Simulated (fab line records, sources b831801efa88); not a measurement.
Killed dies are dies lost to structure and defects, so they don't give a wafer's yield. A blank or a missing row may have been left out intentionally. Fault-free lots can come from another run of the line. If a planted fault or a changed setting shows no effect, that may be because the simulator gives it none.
8D (eight disciplines) problem report, filled in by code | flow sky130 | the parts of the form that need people (team, actions taken, sign-off) are left out

## 1. WHAT WENT WRONG
SD_N_RS at SKY_SD_N_RS_MEAS_16 reads a mean of 67.53 ohm/sq on 6 wafers of 2 lots; wafers without a fault read 68.57 ohm/sq with a standard deviation of 0.11. Relative to the usual mean, that is a shift of -9.5 standard deviations.
The step: measures by four-point-probe.
Earliest sighting: wafer L135.2 on filmMetro-01 at day 31 22:31. The record has a number at this step for 33 wafers belonging to 11 lots. Rule for "out" (also "out of limits"): further than 4 standard deviations from the usual mean. The rest of the wafers with a number are treated as sound.

## 2. WHAT IT IS AND WHAT IT IS NOT
question                    | is                     | is not
which readings at this step | SD_N_RS                | -
which lots                  | L135, L136             | L124, L125, L127, L128, L129, L142, L143, L145, L146
which wafers of those lots  | all that have a number | -
read on which gauges        | filmMetro-01           | filmMetro-03, filmMetro-04
when                        | from day 31 22:31      | up to then (15 sound wafers); but 12 sound wafers of L142, L143, L145, L146 came after

## 3. WHAT RULES OUT EACH SUSPECT
Counting: a tool at any process step up to the reading remains a suspect when it ran all the lots that are out and ran no sound lot after the first of those.
- ruled out: the gauge at SKY_SD_N_RS_MEAS_16. All the wafers that are out were read on filmMetro-01, but those of them that SKY_SD_N_IMPLANT_09 has rows for are out there too, on other tools.
- implanter-01 at SKY_SD_N_IMPLANT_09: kept. It processed each lot that is out, first L135 at day 31 21:48, and no sound lot thereafter; up to then, the last sound lot it processed was L129 at day 30 14:49. Its own endStationPressureTorr readings are out on those wafers.
- plasmaAsher-01 at SKY_SD_N_STRIP_11 (strips in O2/N2): kept. It processed each lot that is out, first L135 at day 31 22:05, and no sound lot thereafter; up to then, the last sound lot it processed was L127 at day 30 01:05. Its own stripTimeToEndpointS readings are out on those wafers.
What counting leaves: implanter-01 at SKY_SD_N_IMPLANT_09 and plasmaAsher-01 at SKY_SD_N_STRIP_11.

## 4. THE CAUSE (what the simulator had put in)
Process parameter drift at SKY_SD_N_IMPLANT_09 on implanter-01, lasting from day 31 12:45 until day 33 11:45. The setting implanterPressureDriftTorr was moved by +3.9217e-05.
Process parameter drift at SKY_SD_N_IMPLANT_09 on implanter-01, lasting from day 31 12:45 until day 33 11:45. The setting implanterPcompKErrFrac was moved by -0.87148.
2 suspects survive the count, and this tool is in that group.

## 5. SEQUENCE OF EFFECTS, ordered by route
Each row: a reading whose mean over the struck wafers that have a number lies more than 3 standard deviations from the usual. Only readings for which the record gives a usual standard deviation are gone through. hours: the time from each lot's start at the first step in this table that gives one to its start at this step, as a median over the lots. sigmas: the change in usual standard deviations.
hours | step                | reading                | usual         | on struck wafers | change    | sigmas
0     | SKY_SD_N_IMPLANT_09 | beamOnS                | 19.7 s        | 22.6             | +2.9      | +3.2
0     | SKY_SD_N_IMPLANT_09 | endStationPressureTorr | 1.24e-05 Torr | 5.33e-05         | +4.09e-05 | +51
0     | SKY_SD_N_STRIP_11   | stripTimeToEndpointS   | 22.56 s       | 23.05            | +0.49     | +12
1     | SKY_SD_N_RS_MEAS_16 | SD_N_RS                | 68.57 ohm/sq  | 67.53            | -1.04     | -9.5
It contains these process steps:
- SKY_SD_N_IMPLANT_09
- SKY_SD_N_STRIP_11: strips in O2/N2.

## 6. HOW IT WOULD HAVE BEEN CAUGHT EARLIER
10 hours passed between the start of the fault at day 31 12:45 and the first reading out of limits at a measuring or inspecting step in this record, taken at day 31 22:31.
At SKY_SD_N_IMPLANT_09, the tool's own readings (endStationPressureTorr) were out on each struck wafer the step has a row for, so an alarm limit on them would have fired on the first such wafer.
Of the lots that are out (2), L136 began SKY_SD_N_IMPLANT_09 on implanter-01 after day 31 22:31. Holding the tool at that time would have saved it.
